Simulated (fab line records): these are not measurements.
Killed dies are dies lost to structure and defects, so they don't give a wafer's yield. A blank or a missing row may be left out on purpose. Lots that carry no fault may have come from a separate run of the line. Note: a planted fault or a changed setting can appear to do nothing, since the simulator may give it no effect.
The tool behind it: which one? | flow sfq-line | 42 wafers sampled from 14 lots at 1 step of a route of 325

WHAT THE GAUGES READ, wafer by wafer
Not one reading of a measure or inspect step in the record can be checked against a usual standard deviation.

EACH LOT AND THE TOOL THAT RAN IT (in order: tool; ch and the chambers of the sampled wafers; start)
lot  | SFQ_TRILAYER_I2_VIA_STRIP_STRIP_071
L748 | rie-metal-01 ch 0,1, day 23 02:50
L749 | rie-metal-01 ch 0,1, day 23 16:02
L750 | rie-metal-04 ch 0,1, day 24 02:10
L752 | rie-metal-02 ch 0,1, day 24 20:22
L753 | rie-metal-01 ch 0,1, day 25 05:46
L754 | rie-metal-04 ch 0,1, day 25 11:46
L755 | rie-metal-01 ch 0,1, day 25 19:37
L756 | rie-metal-04 ch 0,1, day 26 08:16
L757 | rie-metal-01 ch 0,1, day 26 10:28
L758 | rie-metal-01 ch 0,1, day 26 14:04
L760 | rie-metal-04 ch 0,1, day 26 23:40
L767 | rie-metal-01 ch 0,1, day 30 01:10
L769 | rie-metal-04 ch 0,1, day 30 15:34
L770 | rie-metal-04 ch 0, day 30 22:46
- SFQ_TRILAYER_I2_VIA_STRIP_STRIP_071: strips in O2.

AS READ BY THE TOOLS THEMSELVES (means over the sampled wafers that have a number; for cases with no such wafer, the mark the record gives instead)
SFQ_TRILAYER_I2_VIA_STRIP_STRIP_071. Usual: chamber-pressure-mTorr 50.00 mTorr, standard deviation 0.044; drypump-motor-current-A 5.3 A, standard deviation 0.38; oes-product-au 1.004 a.u., standard deviation 0.01.
lot  | tool         | chamber-pressure-mTorr (mTorr) | drypump-motor-current-A (A) | oes-product-au (a.u.) | flag
L748 | rie-metal-01 | 49.99                          | 5.1                         | 0.991                 |
L749 | rie-metal-01 | 49.96                          | 5.1                         | 1.002                 |
L750 | rie-metal-04 | 50.00                          | 4.9                         | 1.016                 |
L752 | rie-metal-02 | 50.05                          | 5.8                         | 1.001                 |
L753 | rie-metal-01 | 50.00                          | 5.2                         | 1.014                 |
L754 | rie-metal-04 | 50.04                          | 4.9                         | 1.011                 |
L755 | rie-metal-01 | 50.06                          | 5.1                         | 1.008                 |
L756 | rie-metal-04 | -                              | -                           | -                     | OFF
L757 | rie-metal-01 | -                              | -                           | -                     | OFF
L758 | rie-metal-01 | 50.00                          | 5.1                         | 1.022                 |
L760 | rie-metal-04 | 49.97                          | 4.9                         | 1.001                 |
L767 | rie-metal-01 | 50.02                          | 5.2                         | 1.018                 |
L769 | rie-metal-04 | 49.96                          | 5.0                         | 1.007                 |
L770 | rie-metal-04 | 49.97                          | 5.1                         | 0.998                 |

THE ANSWER, worked out from the rows above alone
Rule: lot off if the mean of its wafers having a number is beyond 3 standard deviations from the usual mean. A lot without any number at a reading at which 4 lots or more have one is off too. All remaining lots with rows at the step are treated as sound. First the gauges in route order, then the tools' own readings, where a lot's mean is used as printed above. At the first step where some lot is off, the reading lying furthest off is the one used; lots without a number count as furthest.
Off: L756, L757, at SFQ_TRILAYER_I2_VIA_STRIP_STRIP_071 (chamber-pressure-mTorr). Without a number there: L756, L757.
If a tool, at that step or one of the process steps before it, ran each lot that is off and ran no sound lot following the first of them, it fits. None of those tried fits.

WHAT THE SIMULATOR HAD PUT IN
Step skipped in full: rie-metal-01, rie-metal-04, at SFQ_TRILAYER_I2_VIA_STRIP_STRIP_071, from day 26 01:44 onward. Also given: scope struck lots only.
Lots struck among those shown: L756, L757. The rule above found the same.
